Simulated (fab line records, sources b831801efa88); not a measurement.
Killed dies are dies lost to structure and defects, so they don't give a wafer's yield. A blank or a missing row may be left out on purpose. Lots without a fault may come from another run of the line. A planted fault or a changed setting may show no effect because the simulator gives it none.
Which tool did it? | flow gf180mcu | 13 lots, 39 wafers sampled, at 4 steps of a route of 602

WHAT THE GAUGES READ, wafer by wafer
GF_V5_THK_MEAS_01. Usual: V5_CVD_00_THK 299 nm, standard deviation 3.5.
lot  | measured     | on            | V5_CVD_00_THK (nm) | flag
L662 | day 26 09:55 | film_metro-03 | 294 299 297        |
L663 | day 26 15:07 | film_metro-04 | 300 299 302        |
L664 | day 27 01:20 | film_metro-04 | 297 292 297        |
L665 | day 27 12:38 | film_metro-03 | 296 302 296        |
L666 | day 27 18:42 | film_metro-03 | 299 295 298        |
L667 | day 28 02:39 | film_metro-02 | 294 293 304        |
L670 | day 29 02:14 | film_metro-02 | 298 304 302        |
L674 | day 30 05:14 | film_metro-04 | 301 298 299        |
L675 | day 30 13:00 | film_metro-02 | 297 296 298        |
L679 | day 31 10:44 | film_metro-02 | 292 300 295        |
L680 | day 31 14:47 | film_metro-04 | 298 296 300        |
L681 | day 32 00:57 | film_metro-04 | 296 304 304        |
L683 | day 32 10:03 | film_metro-04 | 305 304 299        |

GF_V5_BOW_MEAS_05. Usual: V5_BOW 134 um, standard deviation 8.7.
lot  | measured     | on            | V5_BOW (um) | flag
L662 | day 26 10:26 | film_metro-03 | 130 140 135 |
L663 | day 26 15:38 | film_metro-03 | 126 137 129 |
L664 | day 27 01:56 | film_metro-04 | 128 141 138 |
L665 | day 27 13:10 | film_metro-02 | 136 138 151 |
L666 | day 27 19:14 | film_metro-03 | 141 142 139 |
L667 | day 28 03:11 | film_metro-03 | 107 121 122 |
L670 | day 29 02:49 | film_metro-03 | 147 133 136 |
L674 | day 30 05:46 | film_metro-03 | 156 132 145 |
L675 | day 30 13:32 | film_metro-04 | 129 115 131 |
L679 | day 31 11:20 | film_metro-04 | 131 139 116 |
L680 | day 31 15:22 | film_metro-03 | 128 125 136 |
L681 | day 32 01:32 | film_metro-03 | 135 130 130 |
L683 | day 32 10:35 | film_metro-03 | 146 140 122 |

WHICH TOOL RAN EACH LOT (tool, then ch and the chambers of the sampled wafers, then the start)
lot  | GF_M5_EXPOSE_04                   | GF_V5_CMP_04
L662 | krf_scanner-02 ch 0, day 25 22:40 | cmp-02 ch 1,2,3, day 26 10:14
L663 | krf_scanner-01 ch 0, day 26 03:49 | cmp-01 ch 1,2,3, day 26 15:23
L664 | krf_scanner-02 ch 0, day 26 14:07 | cmp-02 ch 0,1,2, day 27 01:43
L665 | krf_scanner-01 ch 0, day 27 01:47 | cmp-01 ch 0,2,3, day 27 12:52
L666 | krf_scanner-02 ch 0, day 27 07:49 | cmp-02 ch 0,1,3, day 27 18:56
L667 | krf_scanner-02 ch 0, day 27 16:19 | cmp-01 ch 0,2,3, day 28 02:56
L670 | krf_scanner-01 ch 0, day 28 16:00 | cmp-01 ch 0,1, day 29 02:31
L674 | krf_scanner-02 ch 0, day 29 18:51 | cmp-02 ch 0,1,2, day 30 05:28
L675 | krf_scanner-02 ch 0, day 30 03:15 | cmp-01 ch 1,3, day 30 13:14
L679 | krf_scanner-01 ch 0, day 31 01:04 | cmp-01 ch 0,2,3, day 31 11:10
L680 | krf_scanner-01 ch 0, day 31 05:27 | cmp-01 ch 0,1,3, day 31 15:10
L681 | krf_scanner-01 ch 0, day 31 15:40 | cmp-01 ch 0,2,3, day 32 01:17
L683 | krf_scanner-01 ch 0, day 32 00:49 | cmp-02 ch 1,2, day 32 10:19
- GF_M5_EXPOSE_04: exposes mask Metal5, target cd 280 nm.
- GF_V5_CMP_04: polishes SiO2.

WHAT THE TOOLS THEMSELVES READ (means of the sampled wafers that have a number; where no wafer has one, the mark that the record gives instead)
GF_M5_EXPOSE_04. Usual: exposure_dose_mJ_cm2 27.97, standard deviation 0.031.
lot  | tool           | exposure_dose_mJ_cm2 | flag
L662 | krf_scanner-02 | 28.00                |
L663 | krf_scanner-01 | 27.96                |
L664 | krf_scanner-02 | 27.99                |
L665 | krf_scanner-01 | 27.99                |
L666 | krf_scanner-02 | 27.98                |
L667 | krf_scanner-02 | 27.96                |
L670 | krf_scanner-01 | 27.98                |
L674 | krf_scanner-02 | 27.40                | OFF
L675 | krf_scanner-02 | 27.41                | OFF
L679 | krf_scanner-01 | 27.95                |
L680 | krf_scanner-01 | 27.92                |
L681 | krf_scanner-01 | 27.96                |
L683 | krf_scanner-01 | 27.96                |

GF_V5_CMP_04. Usual: motor_current_A 12.2 A, standard deviation 1.1; retaining_ring_pressure_frac 0.999, standard deviation 0.0046; slurry_flow_ml_min 150.0, standard deviation 0.42.
lot  | tool   | motor_current_A (A) | retaining_ring_pressure_frac | slurry_flow_ml_min | flag
L662 | cmp-02 | 12.4                | 0.996                        | 150.0              |
L663 | cmp-01 | 12.4                | 0.997                        | 149.7              |
L664 | cmp-02 | 12.0                | 1.001                        | 150.2              |
L665 | cmp-01 | 12.4                | 1.002                        | 150.2              |
L666 | cmp-02 | 12.1                | 1.000                        | 149.8              |
L667 | cmp-01 | 12.3                | 1.001                        | 150.0              |
L670 | cmp-01 | 10.8                | 1.003                        | 149.5              |
L674 | cmp-02 | 11.8                | 0.999                        | 149.7              |
L675 | cmp-01 | 11.6                | 0.998                        | 149.5              |
L679 | cmp-01 | 12.8                | 0.998                        | 149.8              |
L680 | cmp-01 | 12.0                | 0.999                        | 149.4              |
L681 | cmp-01 | 12.5                | 0.998                        | 150.0              |
L683 | cmp-02 | 12.0                | 0.998                        | 150.0              |

THE ANSWER, worked out from the rows above alone
Rule: a lot is off if the mean of its wafers that have a number lies more than 3 standard deviations from the usual mean. A lot without any number at a reading at which 4 lots or more have one is off too. The other lots that the step has rows for count as sound. The gauges are gone through in route order, then the tools' own readings, and for those a lot's mean is taken as printed above. The first step at which some lot is off is used, and at that step the reading that is off furthest; a lot without a number counts as furthest.
Off: L674, L675, at GF_M5_EXPOSE_04 (exposure_dose_mJ_cm2).
A tool fits if, at that step or a process step before it, it ran every lot that is off, and no sound lot after the first of them. One fits: krf_scanner-02 at GF_M5_EXPOSE_04. Its last sound lot is L667 (day 27 16:19), its first lot that is off L674 (day 29 18:51): a fault that began between those two fits.
The tool's own readings at GF_M5_EXPOSE_04 bear it out: on the lots that are off they differ by more than 5 times the standard deviation of the sound lots' means. exposure_dose_mJ_cm2 reads 27.41 there against 27.97 on the sound lots.

WHAT THE SIMULATOR HAD PUT IN
Process parameter drift: krf_scanner-02, from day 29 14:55 on, at GF_M5_EXPOSE_04. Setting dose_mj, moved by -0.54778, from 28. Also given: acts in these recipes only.
Lots struck among those shown: L674, L675. The rule above found the same.
